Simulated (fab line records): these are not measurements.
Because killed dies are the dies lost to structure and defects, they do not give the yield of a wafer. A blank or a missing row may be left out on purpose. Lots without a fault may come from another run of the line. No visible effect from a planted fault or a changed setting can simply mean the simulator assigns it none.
Struck lot and sound lot, side by side ; flow sky130 ; 16 out of 708 route steps
Sound: the wafers L473.1, L473.4, L473.5. Wafers struck: L478.2, L478.5, L478.6. At the end, the cause is stated.
Each step with rows lists, per side, the tool, then ch with its chambers, then its first start. Under that, the readings that differ: sound wafers ; struck wafers ; difference of the means ; sigmas: that difference in standard deviations of wafers without a fault.
alike: readings with means less than 2 such deviations apart, plus words and numbers identical on both sides. not compared: withheld readings, readings lacking a value on some wafer, bounds such as >300 that could conceal the same value, and numbers that have no deviation in the record and whose values overlap.
A row with sigmas, a row that says differs or no value, or rows on one side alone: a step with any of these is where the two part. When numbers do not overlap yet have no deviation, they are printed without sigmas and do not part them. Lack of a reading on every wafer of one side parts them only where that side has two or more wafers.

first, 5 steps without rows for these wafers: SKY_SONOS_TUNNEL_COAT_02 (resist thk 1140 nm); SKY_SONOS_TUNNEL_SOFTBAKE_03 (time 60 s); SKY_SONOS_TUNNEL_EXPOSE_04 (exposes mask TUNM, target cd 410 nm); SKY_SONOS_TUNNEL_PEB_05; SKY_SONOS_TUNNEL_DEVELOP_06 (develop time 60 s).
SKY_SONOS_TUNNEL_CD_MEAS_07: the cd target is 410 nm.
  struck on cdSem-02, day 17 06:19; sound on cdSem-01, day 15 10:56
  alike: cdNm
SKY_SONOS_TUNNEL_OVL_MEAS_08:
  struck on overlay-01, day 17 06:25; sound on overlay-02, day 15 11:03
  alike: SONOS_TUNNEL_OVL
then, 3 steps without rows for these wafers: SKY_SONOS_TUNNEL_IMPLANT_09; SKY_SONOS_TUNNEL_WET_ETCH_10 (etches SiO2 in dHF, target depth 14 nm, time 280 s); SKY_SONOS_TUNNEL_STRIP_11 (strips in SPM, time 600 s).
SKY_SONOS_TUNNEL_TW_MEAS_12:
  struck on filmMetro-03, day 17 06:53; sound on filmMetro-01, day 15 11:31
  alike: SONOS_TUNNEL_TW
then, 1 step without rows for these wafers: SKY_SONOS_TUNNEL_CLEAN_13 (cleans in dHF, time 20 s).
SKY_SONOS_ONO_OXIDATION_00: stabilise 600 s, purge 300 s, target thk 2.6 nm.
  sound on furnace-01 ch 0, day 15 12:40; struck on furnace-01 ch 0, day 17 08:46
reading;sound;struck;difference;sigmas
spikeTcBottomC (C);820.9 818.6 818.4;796.0 796.3 795.8;-23.3;-23
spikeTcCentreC (C);798.8 798.9 800.4;776.2 774.2 776.6;-23.7;-22
spikeTcLowerC (C);797.9 799.9 800.1;776.6 776.9 775.8;-22.9;-24
spikeTcTopC (C);809 807 808;784 786 788;-22;-5
spikeTcUpperC (C);799.9 799.8 800.0;774.8 776.2 774.8;-24.6;-26
tubeCenterTempC (C);800.02 799.95 800.04;775.84 775.99 776.11;-24.02;-99 or more
tube_center_temp_C_max;802.1 801.9 802.0;778.0 778.4 778.0;-23.9;-75
zonePowerTopPct (%);30.6 30.3 30.3;28.8 29.2 29.0;-1.4;-3
model.SiO2_of_SONOS_ONO_OXIDATION_00.thkNm (nm);2.59 2.617 2.594;1.889 1.79 1.879;-0.748;
SKY_SONOS_ONO_THK_MEAS_01:
  struck on filmMetro-03, day 17 10:07; sound on filmMetro-04, day 15 14:01
reading;sound;struck;difference;sigmas
SONOS_ONO_OXIDATION_THK (nm);2.57 2.69 2.60;1.86 1.76 1.90;-0.78;-13
then, 1 step without rows for these wafers: SKY_SONOS_ONO_CVD_02 (deposits Si3N4 from DCS/NH3, target thk 10.5 nm, time 180 s).
-- here the record skips 33 days between the struck wafers' starts before and after, leaving off in module SONOS_ONO and picking up in module PAD_OPEN (first step shown: number 708 of the route) --
SKY_PAD_OPEN_PROBE_99:
  struck on prober-01, day 50 00:34; sound on prober-02, day 48 19:13
reading;sound;struck;difference;sigmas
model.etest.sonosUncharged.rOnOhmUm;811.8 820.6 824.3;794.3 791.6 803.1;-22.6;
model.etest.capOno.gateLog10ACm2;-7.902 -7.95 -7.863;-6.723 -6.827 -6.968;+1.066;
model.etest.capOno.gateBvV (V);16.51 16.36 16.36;15.11 15.25 15.56;-1.10;
model.etest.capOno.toxAccNm (nm);12.77 12.82 12.77;11.92 12.03 12.13;-0.76;
model.etest.pfetG5v0d10v5.offLog10AUm;-12.43 -12.33 -12.43;-12.24 -12.27 -12.22;+0.15;
model.etest.sonosErased.vtV (V);-2.309 -2.315 -2.259;-2.666 -2.618 -2.643;-0.348;
model.etest.sonosBaked.vtLessV (V);-0.5308 -0.4833 -0.4884;-0.8233 -0.8277 -0.7853;-0.3113;
  alike: killed_at_M0_to_M3, killed_at_M4_up, killedAtContacts, killedAtFrontEnd, killedAtOther, killedDies, killedOpen, killedShort
  not compared: model.etest.sonosErased.driveUaUm

== WHERE THEY PART ==
Earliest at SKY_SONOS_ONO_OXIDATION_00; latest, in this record, at SKY_SONOS_ONO_THK_MEAS_01. Later steps at which nothing parts them and some readings are alike: SKY_PAD_OPEN_PROBE_99.

WHY: what had been put in by the simulator
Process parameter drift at SKY_SONOS_ONO_OXIDATION_00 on furnace-01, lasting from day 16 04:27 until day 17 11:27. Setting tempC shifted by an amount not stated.
